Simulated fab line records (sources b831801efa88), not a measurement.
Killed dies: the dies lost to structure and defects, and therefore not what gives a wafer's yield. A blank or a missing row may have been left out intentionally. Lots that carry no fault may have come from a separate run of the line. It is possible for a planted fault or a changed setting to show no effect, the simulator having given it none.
A struck lot beside a sound one | flow sky130 | 15 steps out of a route of 708
Sound: wafers L583.3, L583.4, L583.6. Struck: wafer L594.1 (left out: L594.4, L594.6 of the same lot, which were not struck); the cause appears at the end.
At each step with rows: each side's tool, then ch and its chambers, then its first start. Under that, the readings that differ: sound wafers | struck wafers | difference of the means | sigmas: that difference in standard deviations of wafers without a fault.
alike: readings with means less than 2 such deviations apart, plus words and numbers identical on both sides. not compared: withheld readings, readings lacking a value on some wafer, bounds such as >300 that could conceal the same value, and numbers that have no deviation in the record and whose values overlap.
A row with sigmas, a row that says differs or no value, or rows on one side alone: a step with any of these is where the two part. When numbers do not overlap yet have no deviation, they are printed without sigmas and do not part them. A reading that every wafer of one side lacks parts them only if that side has two wafers or more.

SKY_VIA2_STRIP_16: strips in O2/N2.
  sound on plasmaAsher-02 ch 0,1, day 37 03:59; struck on plasmaAsher-03 ch 0, day 40 08:41
reading             | sound | struck | difference                   | sigmas
rfHoursCounterH (h) | - - - | 83     | no value on the sound wafers | 
  alike: drypumpMotorCurrentA, oesProductAu, stripTimeToEndpointS
then, 3 steps without rows for these wafers: SKY_VIA2_STRIP_17 (strips in post etch residue remover, time 1200 s); SKY_VIA2_CLEAN_18 (cleans in IPA, time 180 s); SKY_VIA2_CLEAN_19 (cleans in O3/DIW).
SKY_VIA2_SPUTTER_20: material TiN, target thk 20 nm, time 80 s.
  sound on pvdSputter-02 at day 37 04:33; struck on pvdSputter-01 at day 40 09:17
reading              | sound          | struck | difference | sigmas
throttleValvePct (%) | 30.1 29.1 29.2 | 31.6   | +2.1       | +3
  alike: chamberPressurePa
SKY_VIA2_CVD_21: deposits W, target thk 420 nm, time 126.4 s.
  sound on cvdW-01 ch 0,1, day 37 04:40; struck on cvdW-01 ch 1, day 40 09:20
  alike: heaterPowerW
SKY_VIA2_RS_MEAS_22: measurement is done with a four-point probe.
  sound on filmMetro-04 at day 37 04:47; struck on filmMetro-04 at day 40 09:28
  alike: VIA2_W_RS
SKY_VIA2_THK_MEAS_23: measures by xrf.
  sound on filmMetro-04 at day 37 04:53; struck on filmMetro-04 at day 40 09:35
  alike: VIA2_W_THK
then, 1 step without rows for these wafers: SKY_VIA2_CMP_24 (polishes, stops on SiO2, t overpolish 20 s, target thk 0 nm).
SKY_METAL3_SPUTTER_00: material Ti, target thk 15 nm, time 10 s.
  sound on pvdSputter-03 at day 37 05:13; struck on pvdSputter-03 at day 40 09:57
  alike: chamberPressurePa, throttleValvePct
SKY_METAL3_SPUTTER_01: material TiN, target thk 20 nm, time 16.7 s.
  sound on pvdSputter-03 at day 37 05:15; struck on pvdSputter-03 at day 40 09:58
  alike: chamberPressurePa, throttleValvePct
then, 1 step without rows for these wafers: SKY_METAL3_SPUTTER_02 (material AlCu, target thk 735 nm, time 39.1 s).
SKY_METAL3_SPUTTER_03: material Ti, target thk 5 nm, time 3.3 s.
  sound on pvdSputter-03 at day 37 05:19; struck on pvdSputter-03 at day 40 10:02
reading                                  | sound             | struck | difference | sigmas
model.Ti_of_METAL3_SPUTTER_03.thkNm (nm) | 4.863 5.158 4.944 | 2.316  | -2.672     | 
  alike: chamberPressurePa, throttleValvePct
then, 2 steps without rows for these wafers: SKY_METAL3_SPUTTER_04 (material TiN, target thk 70 nm, time 58.3 s); SKY_PAD_OPEN_PROBE_99.

## WHERE THEY PART
Last at SKY_VIA2_SPUTTER_20 as far as this record goes, first at SKY_VIA2_STRIP_16. Later steps at which nothing parts them and some readings are alike: SKY_VIA2_CVD_21, SKY_VIA2_RS_MEAS_22, SKY_VIA2_THK_MEAS_23, SKY_METAL3_SPUTTER_00, SKY_METAL3_SPUTTER_01, SKY_METAL3_SPUTTER_03.

WHY: whatever the simulator had introduced
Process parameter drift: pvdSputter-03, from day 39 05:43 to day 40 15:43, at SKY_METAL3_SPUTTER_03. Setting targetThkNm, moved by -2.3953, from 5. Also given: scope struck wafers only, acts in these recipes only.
